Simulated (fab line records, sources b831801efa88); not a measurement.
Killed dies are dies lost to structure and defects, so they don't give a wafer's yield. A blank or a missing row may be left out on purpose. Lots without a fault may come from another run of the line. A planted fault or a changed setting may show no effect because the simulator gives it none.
Which tool did it? | flow gf180mcu | 7 lots, 21 wafers sampled, at 2 steps of a route of 602

WHAT THE GAUGES READ, wafer by wafer
GF_M5_CD_MEAS_07: target cd 280 nm.
lot  | measured     | on        | cd_nm (nm)
L737 | day 26 09:49 | cd_sem-01 | 281.5 282.9 281.4
L743 | day 28 18:13 | cd_sem-01 | 278.2 280.1 279.0
L746 | day 29 16:26 | cd_sem-02 | 279.7 278.8 279.3
L748 | day 29 22:28 | cd_sem-02 | 278.4 278.2 276.6
L750 | day 30 14:07 | cd_sem-02 | 279.5 280.6 281.3
L754 | day 31 15:52 | cd_sem-01 | 280.2 279.6 279.1
L759 | day 32 19:07 | cd_sem-01 | 281.6 281.9 280.1

WHICH TOOL RAN EACH LOT (tool, then ch and the chambers of the sampled wafers, then the start)
lot  | GF_VT_IMPLANT_STRIP_42
L737 | plasma_asher-04 ch 0,1, day 7 19:49
L743 | plasma_asher-04 ch 0,1, day 9 12:35
L746 | plasma_asher-04 ch 0,1, day 10 10:08
L748 | plasma_asher-04 ch 0,1, day 10 22:46
L750 | plasma_asher-04 ch 0,1, day 11 11:53
L754 | plasma_asher-02 ch 0, day 12 12:38
L759 | plasma_asher-01 ch 0,1, day 14 00:16
- GF_VT_IMPLANT_STRIP_42: strips in O2/N2.

THE ANSWER, worked out from the rows above alone
Rule: what is usual is taken from the lots themselves. Put in order of their means at a reading, lots are off if they are a third of the lots or fewer, leave a main group of 4 or more, and stand apart from it by a gap of 3 or more times the standard deviation of the main group's means; of several such gaps the widest counts. A main group whose means are all the same, to the digits that the tables above print for the reading, isn't used. A lot without any number at a reading at which 4 lots or more have one is off too. The other lots that the step has rows for count as sound.
No lot is off at any reading shown: from this, nothing can be told.

WHAT THE SIMULATOR HAD PUT IN
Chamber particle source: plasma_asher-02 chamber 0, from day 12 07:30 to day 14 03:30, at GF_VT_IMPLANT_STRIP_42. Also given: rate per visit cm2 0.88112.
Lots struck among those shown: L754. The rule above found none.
